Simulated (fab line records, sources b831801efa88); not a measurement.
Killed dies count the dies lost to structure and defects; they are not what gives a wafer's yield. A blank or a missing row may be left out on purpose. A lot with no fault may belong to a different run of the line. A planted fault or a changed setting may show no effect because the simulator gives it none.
The tool behind it: which one? / flow gf180mcu / 30 wafers from 10 lots sampled at 5 of the route's 602 steps

WHAT EACH GAUGE READ, for each wafer
GF_TOP_METAL_THK_MEAS_06: measures by xrf.
lot=L075; measured=day 27 22:09; on=film metro-02; TOP_METAL_ALCU_THK (nm)=874 878 895
lot=L077; measured=day 28 19:20; on=film metro-01; TOP_METAL_ALCU_THK (nm)=890 895 894
lot=L079; measured=day 29 00:46; on=film metro-01; TOP_METAL_ALCU_THK (nm)=901 910 913
lot=L081; measured=day 29 19:25; on=film metro-03; TOP_METAL_ALCU_THK (nm)=906 905 905
lot=L083; measured=day 30 13:07; on=film metro-03; TOP_METAL_ALCU_THK (nm)=914 922 909
lot=L086; measured=day 31 03:39; on=film metro-02; TOP_METAL_ALCU_THK (nm)=897 896 900
lot=L088; measured=day 31 11:35; on=film metro-03; TOP_METAL_ALCU_THK (nm)=897 907 898
lot=L090; measured=day 32 04:51; on=film metro-03; TOP_METAL_ALCU_THK (nm)=906 904 901
lot=L093; measured=day 32 19:26; on=film metro-02; TOP_METAL_ALCU_THK (nm)=893 891 897
lot=L095; measured=day 33 01:29; on=film metro-02; TOP_METAL_ALCU_THK (nm)=910 897 906

WHICH TOOL RAN EACH LOT (tool, then ch and the chambers of the sampled wafers, then the start)
lot=L075; GF_M2_METAL_ETCH_16=rie metal-03 ch 0,1, day 20 01:28; GF_V3_STRIP_18=plasma asher-03 ch 0,1, day 23 03:19; GF_MIM_STRIP_20=plasma asher-02 ch 0,1, day 26 01:29; GF_M5_ETCH_09=rie diel-01 ch 0,1,2, day 26 22:54
lot=L077; GF_M2_METAL_ETCH_16=rie metal-01 ch 1, day 21 02:35; GF_V3_STRIP_18=plasma asher-02 ch 0,1, day 24 03:38; GF_MIM_STRIP_20=plasma asher-02 ch 0,1, day 27 00:22; GF_M5_ETCH_09=rie diel-02 ch 0,1, day 27 20:39
lot=L079; GF_M2_METAL_ETCH_16=rie metal-01 ch 1, day 21 08:44; GF_V3_STRIP_18=plasma asher-02 ch 0,1, day 24 10:01; GF_MIM_STRIP_20=plasma asher-03 ch 0,1, day 27 05:45; GF_M5_ETCH_09=rie diel-01 ch 0,1,2, day 28 02:15
lot=L081; GF_M2_METAL_ETCH_16=rie metal-04 ch 0,1, day 22 07:11; GF_V3_STRIP_18=plasma asher-04 ch 0,1, day 25 06:58; GF_MIM_STRIP_20=plasma asher-03 ch 0,1, day 28 01:13; GF_M5_ETCH_09=rie diel-04 ch 0,2,3, day 28 21:14
lot=L083; GF_M2_METAL_ETCH_16=rie metal-03 ch 0,1, day 23 02:18; GF_V3_STRIP_18=plasma asher-04 ch 0,1, day 26 01:30; GF_MIM_STRIP_20=plasma asher-03 ch 0,1, day 28 18:56; GF_M5_ETCH_09=rie diel-02 ch 0,1, day 29 15:18
lot=L086; GF_M2_METAL_ETCH_16=rie metal-03 ch 0,1, day 23 21:29; GF_V3_STRIP_18=plasma asher-02 ch 0,1, day 26 18:44; GF_MIM_STRIP_20=plasma asher-03 ch 0,1, day 29 10:12; GF_M5_ETCH_09=rie diel-01 ch 0,1, day 30 06:09
lot=L088; GF_M2_METAL_ETCH_16=rie metal-01 ch 0, day 24 07:59; GF_V3_STRIP_18=plasma asher-04 ch 0,1, day 27 03:49; GF_MIM_STRIP_20=plasma asher-02 ch 0, day 29 18:48; GF_M5_ETCH_09=rie diel-01 ch 0,1, day 30 14:38
lot=L090; GF_M2_METAL_ETCH_16=rie metal-01 ch 0,1, day 25 04:45; GF_V3_STRIP_18=plasma asher-03 ch 0,1, day 27 22:59; GF_MIM_STRIP_20=plasma asher-02 ch 0,1, day 30 12:57; GF_M5_ETCH_09=rie diel-04 ch 1,2, day 31 07:19
lot=L093; GF_M2_METAL_ETCH_16=rie metal-04 ch 0,1, day 25 23:31; GF_V3_STRIP_18=plasma asher-03 ch 0,1, day 28 16:33; GF_MIM_STRIP_20=plasma asher-03 ch 0,1, day 31 05:26; GF_M5_ETCH_09=rie diel-02 ch 0,2,3, day 31 23:05
lot=L095; GF_M2_METAL_ETCH_16=rie metal-04 ch 0,1, day 26 08:06; GF_V3_STRIP_18=plasma asher-04 ch 0,1, day 28 23:47; GF_MIM_STRIP_20=plasma asher-01 ch 0,1, day 31 11:54; GF_M5_ETCH_09=rie diel-04 ch 1,2, day 32 05:39
- GF_M2_METAL_ETCH_16: etches the open film in Cl2/BCl3, stops on SiO2, target depth 750.8 nm, time 125.1 s.
- GF_V3_STRIP_18: strips in O2/N2.
- GF_MIM_STRIP_20: strips in O2/N2.
- GF_M5_ETCH_09: etches Si3N4 in CF4/O2, target depth 52 nm, time 11.6 s.

THE ANSWER, worked out from the rows above alone
Rule: the lots themselves supply what counts as usual. Put in order of their means at a reading, lots are off if they are a third of the lots or fewer, leave a main group of 4 or more, and stand apart from it by a gap of 3 or more times the standard deviation of the main group's means; of several such gaps the widest counts. Not used: any main group whose means are identical at the precision the tables above print for the reading. A lot without any number at a reading at which 4 lots or more have one is off too. Any other lot the step has rows for is counted as sound.
None of the lots is off at any reading shown; this tells nothing.

WHAT THE SIMULATOR HAD INSERTED
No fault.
